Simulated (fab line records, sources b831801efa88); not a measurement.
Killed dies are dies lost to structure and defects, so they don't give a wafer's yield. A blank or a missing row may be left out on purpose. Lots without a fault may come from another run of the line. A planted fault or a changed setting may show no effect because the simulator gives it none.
A struck lot beside a sound one | flow gf180mcu | 14 steps out of a route of 602
Sound: wafers L691.1, L691.4, L691.6. Struck: wafers L708.1, L708.4, L708.6. The cause comes at the end.
At each step with rows: each side's tool, then ch and its chambers, then its first start. Under that, the readings that differ: sound wafers | struck wafers | difference of the means | sigmas: that difference in standard deviations of wafers without a fault.
alike: readings whose means differ by less than 2 such deviations, and words and numbers that are the same on both sides. not compared: withheld readings, readings that some wafer has no value for, bounds like >300 that may hide the same value, and numbers for which the record gives no deviation and whose values overlap.
The two part at a step that has a row with sigmas, a row that says differs or no value, or rows on one side only. Numbers that don't overlap but have no deviation are shown without sigmas and don't part them. A reading that every wafer of one side lacks parts them only if that side has two wafers or more.

GF_TOP_METAL_METAL_ETCH_16: etches the open film in Cl2/BCl3, stops on SiO2, target depth 1197 nm, time 199.5 s.
  sound on rie_metal-04 ch 0, day 29 18:21; struck on rie_metal-03 ch 0,1, day 34 03:01
  reading                     | sound          | struck         | difference | sigmas
  drypump_motor_current_A (A) | 5.53 5.51 5.52 | 6.19 6.18 6.18 | +0.66      | +3
  alike: oes_product_au, throttle_valve_pct
  not compared: rf_hours_counter_h
GF_TOP_METAL_STRIP_17: strips in O2/N2.
  sound on plasma_asher-04 ch 0,1, day 29 18:32; struck on plasma_asher-04 ch 0,1, day 34 03:13
  alike: drypump_motor_current_A, heater_power_w, oes_product_au, strip_time_to_endpoint_s
  not compared: rf_hours_counter_h
then, 2 steps without rows for these wafers: GF_TOP_METAL_STRIP_18 (strips in post etch residue remover, time 1200 s); GF_TOP_METAL_CLEAN_19 (cleans in DIW).
GF_PASSIVATION_CVD_00: deposits SiO2 from TEOS, target thk 1000 nm, time 111.95 s.
  sound on pecvd-01 ch 1,2, day 29 19:04; struck on pecvd-01 ch 0,1,2, day 34 03:47
  alike: heater_power_w
GF_PASSIVATION_THK_MEAS_01:
  sound on film_metro-01, day 29 19:09; struck on film_metro-02, day 34 03:52
  alike: PASSIVATION_CVD_00_THK
GF_PASSIVATION_CVD_02: deposits Si3N4, target thk 700 nm, time 486.18 s.
  sound on pecvd-04 ch 1,2, day 29 19:13; struck on pecvd-04 ch 0,1,2, day 34 03:55
  alike: heater_power_w
GF_PASSIVATION_THK_MEAS_03:
  sound on film_metro-01, day 29 19:30; struck on film_metro-04, day 34 04:12
  alike: PASSIVATION_CVD_02_THK
then, 4 steps without rows for these wafers: GF_PASSIVATION_DEHYDRATE_04 (time 60 s); GF_PASSIVATION_HMDS_05 (prime time 60 s); GF_PASSIVATION_COAT_06 (resist thk 4000 nm); GF_PASSIVATION_SOFTBAKE_07.
GF_PASSIVATION_EXPOSE_08: exposes mask Pad, target cd 40000 nm.
  sound on iline_stepper-02 ch 0, day 30 04:43; struck on iline_stepper-02, day 34 11:53
  no value came back on the struck wafers for exposure_dose_mJ_cm2, focus_offset_nm (nm); on the sound wafers exposure_dose_mJ_cm2 reads 310.2 310.1 310.1
  alike: mask
then, 1 step without rows for these wafers: GF_PASSIVATION_PEB_09.

WHERE THEY PART
First at GF_TOP_METAL_METAL_ETCH_16; last, within this record, at GF_PASSIVATION_EXPOSE_08.

WHY: what the simulator had put in
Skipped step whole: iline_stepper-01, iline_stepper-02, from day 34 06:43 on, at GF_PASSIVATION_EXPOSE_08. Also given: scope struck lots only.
